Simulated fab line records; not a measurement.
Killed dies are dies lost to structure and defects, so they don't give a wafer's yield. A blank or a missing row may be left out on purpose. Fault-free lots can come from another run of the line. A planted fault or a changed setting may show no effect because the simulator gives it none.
Chamber matching / flow sfq-line / 4 sister chambers for SFQ_TRILAYER_I1_CMP_CMP_046 on cmp-01
The step polishes SiO2. 4 wafers are shown with their chamber, then 7 later ones without.

== WAFERS PAIRED WITH THEIR CHAMBERS ==
wafer=L860.3; chamber=1; motor-current-A (A)=9.3
wafer=L862.1; chamber=3; motor-current-A (A)=11.0
wafer=L873.4; chamber=0; motor-current-A (A)=9.7
wafer=L873.3; chamber=2; motor-current-A (A)=11.5

== WAFERS WITHOUT THEIR CHAMBER ==
wafer=L873.5; motor-current-A (A)=10.5
wafer=L874.3; motor-current-A (A)=10.5
wafer=L874.5; motor-current-A (A)=9.2
wafer=L874.6; motor-current-A (A)=10.4
wafer=L875.2; motor-current-A (A)=10.6
wafer=L875.3; motor-current-A (A)=10.6
wafer=L875.6; motor-current-A (A)=10.2

== WHICH CHAMBER EACH ONE RAN IN ==
wafer=L873.5; from the rows above=can't be placed: 3 or 0 or 2 or 1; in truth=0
wafer=L874.3; from the rows above=can't be placed: 3 or 0 or 2 or 1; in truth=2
wafer=L874.5; from the rows above=can't be placed: 1 or 0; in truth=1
wafer=L874.6; from the rows above=can't be placed: 3 or 0 or 1 or 2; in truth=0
wafer=L875.2; from the rows above=can't be placed: 3 or 0 or 2 or 1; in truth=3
wafer=L875.3; from the rows above=can't be placed: 3 or 0 or 2 or 1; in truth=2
wafer=L875.6; from the rows above=can't be placed: 0 or 3 or 1 or 2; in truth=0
Correctly placed: 0 of 7. These rows do not allow placing 7 (true chamber among the candidates in 7). Number placed wrongly: 0.
How it was worked out, from the rows above alone: a wafer's distance from a chamber is the root of the sum, over the readings, of the square of ((its reading less the chamber's mean) divided by the reading's scatter). The wafer belongs to the nearest chamber; if the next one is less than 2 further off, it can't be placed. A chamber's mean is the mean of its shown wafers. The scatter (one wafer shown for each chamber): square how far every hidden wafer sits from the nearest shown wafer, average those squares and take the square root.
